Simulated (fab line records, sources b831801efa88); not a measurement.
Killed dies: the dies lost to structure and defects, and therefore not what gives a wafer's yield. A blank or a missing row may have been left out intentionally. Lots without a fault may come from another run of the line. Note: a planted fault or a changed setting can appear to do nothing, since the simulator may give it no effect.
fab line records	flow sky130
record: lots: 10	wafers: 30	lastDay: 49
route steps=708 shown FIELD_ISO@3 VT_ADJUST_NCORE@127 CONTACT@422 CAPM@537 METAL3@567 PAD_OPEN@708
lots with no fault: from the same line, run without faults
startH: hours from the record's first day to the start of the lot's first wafer shown	waitH: hours since the lot's step before	" repeats the value in the row above	L1.1+2: a single row standing in for several wafers	- no value present, or no start provided	* or withheld: withheld	< > ~ a bound
route shown NAME@n: names a module that has steps shown in the file, with the first one's number in the route	usual: mean/standard deviation of fault-free wafers	same: alike in all rows	chamber/n: place in a boat	sites: readings site by site	_std_site: standard deviation across them	_edge_site: outer sites' mean less inner sites'	radiusMm: how far each site lies from the wafer's centre	mask NAME#n: copy n	behind: the last tool/chamber to shape the wafer	hold: reason for holding the lot/hours on hold/outcome of the hold	device: names the non-switching transistor (n, p or np)	end of line: the route-end tests of the same wafers	where a step has no rows: the recipe by itself	killed: count of dies lost to structure and defects at first sort (not the wafer's yield)	map: per-die view of a wafer (x killed, . not killed, _ where there is no die)
set.NAME: the run value of the setting; set.NAME@STEP: its run value at that earlier step	model.NAME: the simulator's own value behind a step, which no gauge read
steps of the route over a sample of lots; a table a step, a row a wafer
services: when a tool's chamber went out of use (startH, in hours from the record's first day, below 0 if earlier), for how many hours, and the reason
== steps ==
step: SKY_FIELD_ISO_THK_MEAS_02
recipe: reads: SiO2_of_FIELD_ISO_OXIDATION_01
usual: FIELD_ISO_OXIDATION_00_THK: 11.97/0.24
lot.wafer	tool	chamber	startH	waitH	FIELD_ISO_OXIDATION_00_THK[nm]
L535.1	filmMetro-02	-	22.26	0.0	11.58
L535.4	"	-	"	"	11.54
L535.5	"	-	"	"	11.60
L534.2	filmMetro-03	-	22.27	0.0	12.10
L534.5	"	-	"	"	11.91
L534.6	"	-	"	"	11.94
L536.1	filmMetro-01	-	26.94	0.0	12.46
L536.3	"	-	"	"	12.43
L536.5	"	-	"	"	12.58
L539.1	filmMetro-02	-	42.44	0.0	11.90
L539.5	"	-	"	"	12.05
L539.6	"	-	"	"	11.83
L543.1	filmMetro-01	-	61.63	0.0	12.01
L543.3	"	-	"	"	12.18
L543.5	"	-	"	"	11.91
L545.1	filmMetro-02	-	72.79	0.0	12.04
L545.2	"	-	"	"	12.27
L545.6	"	-	"	"	12.30
L546.2	filmMetro-01	-	78.79	0.0	11.84
L546.4	"	-	"	"	11.96
L546.5	"	-	"	"	11.78
L547.1	filmMetro-02	-	83.03	0.0	12.12
L547.3	"	-	"	"	12.26
L547.5	"	-	"	"	12.10
L548.3	filmMetro-03	-	88.47	0.0	12.40
L548.4	"	-	"	"	12.32
L548.6	"	-	"	"	12.20
L549.2	filmMetro-01	-	91.73	0.0	12.14
L549.4	"	-	"	"	11.98
L549.6	"	-	"	"	12.12
step: SKY_VT_ADJUST_NCORE_OVL_MEAS_08
usual: VT_ADJUST_NCORE_OVL: -0.4/1.4
lot.wafer	tool	chamber	startH	waitH	VT_ADJUST_NCORE_OVL[nm]
L535.1	overlay-02	-	196.41	0.1	-1.5
L535.4	"	-	"	"	-2.6
L535.5	"	-	"	"	-3.3
L534.2	overlay-02	-	198.80	0.1	2.0
L534.5	"	-	"	"	1.4
L534.6	"	-	"	"	0.4
L536.1	overlay-01	-	201.24	0.1	-1.3
L536.3	"	-	"	"	-1.2
L536.5	"	-	"	"	0.0
L539.1	overlay-02	-	235.70	0.1	-3.0
L539.5	"	-	"	"	-1.2
L539.6	"	-	"	"	-0.7
L543.1	overlay-02	-	253.54	0.1	0.8
L543.3	"	-	"	"	-0.3
L543.5	"	-	"	"	-0.5
L545.1	overlay-01	-	265.90	0.1	-1.8
L545.2	"	-	"	"	-2.2
L545.6	"	-	"	"	-2.7
L546.2	overlay-02	-	272.56	0.1	-0.5
L546.4	"	-	"	"	-2.1
L546.5	"	-	"	"	-0.6
L547.1	overlay-01	-	284.49	0.1	-1.3
L547.3	"	-	"	"	-0.6
L547.5	"	-	"	"	-0.9
L548.3	overlay-01	-	291.83	0.1	-0.5
L548.4	"	-	"	"	-0.6
L548.6	"	-	"	"	-0.4
L549.2	overlay-01	-	292.13	0.1	-0.9
L549.4	"	-	"	"	-0.5
L549.6	"	-	"	"	-0.4
step: SKY_CONTACT_ETCH_16
recipe: chemistry: N2/H2	target: BARC	ionEnergyEv: 200	sourceW: 500	biasW: 100	pressureMtorr: 30	n2FlowSccm: 100	h2FlowSccm: 200	stopOn: SiO2	timeS: 45.9	targetDepthA: 600
usual: drypumpMotorCurrentA: 5.7/0.45	oesProductAu: 0.855/0.0051	rfFwdPowerW: 495.1/1.8	throttleValvePct: 13.226/0.0083
lot.wafer	tool	chamber	startH	waitH	drypumpMotorCurrentA	oesProductAu	rfFwdPowerW	rfHoursCounterH	throttleValvePct
L535.1	rieDiel-04	1	749.12	0.0	5.1	0.850	495.6	12	13.227
L535.4	"	3	"	"	6.5	0.844	495.8	21	13.219
L535.5	"	2	"	"	5.6	0.855	492.6	-	13.218
L534.2	rieDiel-04	1	755.07	0.0	5.1	0.855	494.1	12	13.227
L534.5	"	1	"	"	5.2	0.856	496.3	-	13.215
L534.6	"	0	"	"	5.6	0.861	494.8	-	13.231
L536.1	rieDiel-01	2	758.53	0.0	5.3	0.858	496.6	14	13.245
L536.3	"	0	"	"	5.4	0.855	497.5	13	13.231
L536.5	"	2	"	"	5.2	0.851	497.1	-	13.238
L539.1	rieDiel-04	1	804.48	0.0	5.2	0.845	493.1	14	13.224
L539.5	"	1	"	"	5.1	0.849	494.3	-	13.228
L539.6	"	0	"	"	5.5	0.850	494.5	-	13.219
L543.1	rieDiel-02	0	818.53	0.0	5.4	0.852	494.4	6	13.231
L543.3	"	2	"	"	6.5	0.863	495.1	0	13.231
L543.5	"	1	"	"	5.6	0.857	494.8	-	13.233
L545.1	rieDiel-01	3	835.32	0.0	6.3	0.865	493.3	6	13.219
L545.2	"	0	"	"	5.4	0.848	496.6	15	13.222
L545.6	"	2	"	"	5.3	0.860	492.3	-	13.236
L546.2	rieDiel-04	1	840.89	0.0	5.2	0.854	493.3	16	13.221
L546.4	"	0	"	"	5.5	0.848	493.9	14	13.225
L546.5	"	3	"	"	6.5	0.852	493.3	-	13.230
L547.1	rieDiel-02	0	848.93	0.0	5.5	0.847	495.4	7	13.220
L547.3	"	3	"	"	5.2	0.848	493.7	5	13.226
L547.5	"	0	"	"	5.5	0.854	495.0	-	13.228
L548.3	rieDiel-01	0	857.28	0.0	5.4	0.862	498.5	16	13.227
L548.4	"	1	"	"	5.7	0.855	494.5	2	13.218
L548.6	"	0	"	"	5.4	0.852	498.8	-	13.207
L549.2	rieDiel-04	3	859.67	0.0	6.5	0.858	495.6	25	13.231
L549.4	"	3	"	"	6.5	0.848	494.3	-	13.230
L549.6	"	0	"	"	5.5	0.855	494.8	-	13.217
step: SKY_CAPM_CVD_00
recipe: material: SiO2	targetThkNm: 15.5	tempC: 400	timeS: withheld	rfW: 450
usual: heaterPowerOuterW: 429/64	heaterPowerW: 737/90	rfFwdPowerW: 442.3/2.5
lot.wafer	tool	chamber	startH	waitH	heaterPowerOuterW	heaterPowerW	rfFwdPowerW
L535.1	pecvd-02	0	862.37	0.0	354	650	443.7
L535.4	"	0	"	"	369	642	444.5
L535.5	"	2	"	"	447	768	443.5
L534.2	pecvd-03	2	871.34	0.0	361	611	443.8
L534.5	"	2	"	"	379	617	443.8
L534.6	"	1	"	"	479	766	445.7
L536.1	pecvd-02	0	872.29	0.0	324	593	446.0
L536.3	"	2	"	"	459	762	441.9
L536.5	"	1	"	"	331	602	445.7
L539.1	pecvd-02	0	916.54	0.0	361	657	444.2
L539.5	"	0	"	"	367	661	442.8
L539.6	"	1	"	"	385	652	443.3
L543.1	pecvd-02	2	930.19	0.0	554	877	438.3
L543.3	"	1	"	"	440	744	445.8
L543.5	"	2	"	"	549	892	440.6
L545.1	pecvd-02	1	945.87	0.0	428	730	444.3
L545.2	"	0	"	"	382	693	442.1
L545.6	"	0	"	"	390	684	444.3
L546.2	pecvd-02	2	951.99	0.0	537	895	439.8
L546.4	"	0	"	"	307	568	445.9
L546.5	"	1	"	"	348	595	444.1
L547.1	pecvd-02	1	958.84	0.0	414	720	445.8
L547.3	"	2	"	"	563	922	439.8
L547.5	"	2	"	"	555	912	-
L548.3	pecvd-01	0	965.00	0.0	488	768	440.0
L548.4	"	2	"	"	429	756	445.4
L548.6	"	1	"	"	371	678	438.9
L549.2	pecvd-02	1	968.45	0.0	427	720	-
L549.4	"	1	"	"	434	730	443.4
L549.6	"	2	"	"	564	914	439.9
step: SKY_CAPM_THK_MEAS_01
recipe: reads: SiO2_of_CAPM_CVD_00
usual: CAPM_CVD_00_THK: 15.46/0.22
lot.wafer	tool	chamber	startH	waitH	CAPM_CVD_00_THK[nm]
L535.1	filmMetro-04	-	862.39	-	15.18
L535.4	"	-	"	"	15.58
L535.5	"	-	"	"	15.65
L534.2	filmMetro-02	-	871.38	-	15.72
L534.5	"	-	"	"	15.83
L534.6	"	-	"	"	15.78
L536.1	filmMetro-03	-	872.32	-	15.60
L536.3	"	-	"	"	15.32
L536.5	"	-	"	"	15.89
L539.1	filmMetro-04	-	916.56	-	15.49
L539.5	"	-	"	"	15.58
L539.6	"	-	"	"	15.45
L543.1	filmMetro-03	-	930.22	-	15.45
L543.3	"	-	"	"	15.36
L543.5	"	-	"	"	15.63
L545.1	filmMetro-04	-	945.89	-	15.48
L545.2	"	-	"	"	15.56
L545.6	"	-	"	"	15.69
L546.2	filmMetro-02	-	952.02	-	15.35
L546.4	"	-	"	"	15.40
L546.5	"	-	"	"	15.52
L547.1	filmMetro-02	-	958.86	-	15.52
L547.3	"	-	"	"	15.49
L547.5	"	-	"	"	12.52
L548.3	filmMetro-04	-	965.05	-	15.38
L548.4	"	-	"	"	15.84
L548.6	"	-	"	"	15.48
L549.2	filmMetro-04	-	968.48	-	12.46
L549.4	"	-	"	"	15.75
L549.6	"	-	"	"	15.63
step: SKY_METAL3_ETCH_17
recipe: target: SiO2	stopOn: TiN	chemistry: C4F8/O2/Ar	sourceW: 1500	biasW: 1200	pressureMtorr: 40	c4f8FlowSccm: withheld	O2_flow_sccm: 6	Ar_flow_sccm: 300	timeS: 3.9	targetDepthA: 150
usual: oesProductAu: 0.753/0.0073	rfFwdPowerW: 1469/6.2
lot.wafer	tool	chamber	startH	waitH	oesProductAu	rfFwdPowerW	rfHoursCounterH
L535.1	rieDiel-03	0	914.55	0.1	0.739	1465	7
L535.4	"	1	"	"	0.755	1464	13
L535.5	"	1	"	"	0.758	1468	-
L534.2	rieDiel-03	3	922.99	0.1	0.762	1464	6
L534.5	"	1	"	"	0.755	1463	-
L534.6	"	2	"	"	0.760	1474	-
L536.1	rieDiel-04	1	923.64	0.1	0.759	1474	17
L536.3	"	2	"	"	0.739	1464	16
L536.5	"	0	"	"	0.763	1463	-
L539.1	rieDiel-04	3	966.75	0.1	0.757	1464	30
L539.5	"	1	"	"	0.764	1474	-
L539.6	"	0	"	"	0.752	1461	-
L543.1	rieDiel-01	1	979.54	0.1	0.752	1460	6
L543.3	"	2	"	"	0.745	1467	20
L543.5	"	0	"	"	0.755	1471	-
L545.1	rieDiel-01	2	995.53	0.2	0.754	1471	20
L545.2	"	3	"	"	0.760	1465	11
L545.6	"	0	"	"	0.756	1482	-
L546.2	rieDiel-04	3	1001.44	0.1	0.754	1465	31
L546.4	"	1	"	"	0.748	1474	20
L546.5	"	3	"	"	0.760	1469	-
L547.1	rieDiel-01	3	1007.39	0.1	0.754	1463	11
L547.3	"	1	"	"	0.752	1457	7
L547.5	"	3	"	"	0.685	1463	-
L548.3	rieDiel-01	0	1012.20	0.0	0.746	1468	21
L548.4	"	3	"	"	0.767	1469	11
L548.6	"	3	"	"	0.750	1466	-
L549.2	rieDiel-03	3	1015.81	0.1	0.679	1468	8
L549.4	"	1	"	"	0.762	1474	16
L549.6	"	3	"	"	0.756	1467	-
step: SKY_PAD_OPEN_PROBE_99
usual: defectLimitedYield: 82.5/2	killed_at_M0_to_M3: 44/7	killed_at_M4_up: 3.0/1.7	killedAtContacts: 24/5.2	killedAtFrontEnd: 15/4.8	killedAtOther: 0.2/0.56	killedDies: 86/9.7	killedOpen: 47/7.1	killedShort: 39/6.3	sort_bin_3_pad_short: 0.9/0.4	sort_bin_5_function: 10.3/1.6	sort_bin_6_memory: 6.3/1.2	sortNPass: 406/9.7	sortYieldPct: 82.5/2
same: grossDies: 492	killedAtBackSide: 0	sort_bin_4_leakage[%]: 0	sort_bin_8_speed[%]: 0
lot.wafer	tool	chamber	startH	waitH	defectLimitedYield[%]	killed_at_M0_to_M3	killed_at_M4_up	killedAtContacts	killedAtFrontEnd	killedAtOther	killedDies	killedOpen	killedShort	sort_bin_3_pad_short[%]	sort_bin_5_function[%]	sort_bin_6_memory[%]	sortNPass	sortYieldPct[%]
L548.3	prober-02	-	1168.25	0.2	77.6	58	7	16	26	3	110	62	47	1.0	16.5	4.9	382	77.6
L548.4	prober-02	-	1168.30	0.2	82.5	50	4	20	11	1	86	47	39	0.8	10.2	6.5	406	82.5
L548.6	prober-02	-	1168.40	0.2	81.7	40	2	29	18	1	90	43	46	1.2	12.2	4.9	402	81.7
killed by level:class
L548.3 VIA1:geometricParticle:open=18 VIA2:geometricParticle:open=11 METAL2:geometricParticle:short=10 FIELD_ISO:geometricParticle:open=7 FIELD_ISO:geometricParticle:short=7 LI_CONTACT:geometricParticle:open=6 CONTACT:geometricParticle:open=6 METAL4:geometricParticle:short=5
L548.4 VIA1:geometricParticle:open=11 VIA2:geometricParticle:open=8 CONTACT:geometricParticle:open=7 VIA1:geometricParticle:short=7 VIA3:geometricParticle:open=7 FIELD_ISO:geometricParticle:short=6 CONTACT:geometricParticle:short=5 METAL1:geometricParticle:short=5
L548.6 LI_CONTACT:geometricParticle:open=9 METAL2:geometricParticle:short=8 CONTACT:geometricParticle:open=7 LI_CONTACT:geometricParticle:short=7 VIA1:geometricParticle:open=7 VIA1:geometricParticle:short=6 FIELD_ISO:geometricParticle:short=4 FIELD_ISO:geometricParticle:open=4
== services ==
tool	chamber	startH	hours	kind
rieDiel-01	-	725.17	2.8	pm
rieDiel-03	2	726.04	7.6	repair
rieDiel-04	-	756.97	0.8	repair
rieDiel-01	1	757.12	-	clean
rieDiel-04	0	763.82	20.8	repair
pecvd-03	-	829.87	1.6	repair
pecvd-02	1	842.62	5.5	scheduledDown
rieDiel-04	1	845.43	15.9	repair
rieDiel-02	2	868.05	2.7	repair
rieDiel-02	-	869.02	0.4	repair
rieDiel-03	0	869.24	8.0	repair
pecvd-01	1	872.14	5.8	repair
rieDiel-04	0	879.29	1.7	repair
pecvd-02	1	890.50	-	calibration
rieDiel-03	-	898.13	2.8	pm
rieDiel-04	1	903.32	11.7	repair
pecvd-02	1	916.90	5.0	scheduledDown
pecvd-02	0	927.53	5.5	scheduledDown
rieDiel-04	-	939.67	0.3	repair
rieDiel-04	2	941.71	13.9	repair
rieDiel-01	2	943.47	7.2	repair
rieDiel-02	3	952.31	7.9	repair
pecvd-02	0	980.74	5.5	scheduledDown
pecvd-01	2	1011.36	4.5	repair
== key ==
firstSign: step: SKY_CAPM_THK_MEAS_01	reading: CAPM_CVD_00_THK	direction: down	sigmas: 14	usual: 15.46	struck: 12.49
effect: step: SKY_METAL3_ETCH_17	reading: oesProductAu	direction: down	sigmas: 9.7	usual: 0.753	struck: 0.682
metAt SKY_CAPM_CVD_00
struckLots L547,L549
struckWafers L547.5,L549.2
notActingAt SKY_FIELD_ISO_THK_MEAS_02,SKY_VT_ADJUST_NCORE_OVL_MEAS_08,SKY_CONTACT_ETCH_16
onsetBetween 951.99 958.84
fault: kind: processParameterDrift	tool: pecvd-02	chamber: -	onsetH: 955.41	steps: SKY_CAPM_CVD_00	channel: timeS	offset: withheld	shape: step	endH: 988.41	scope: struckWafersOnly	actsIn: *
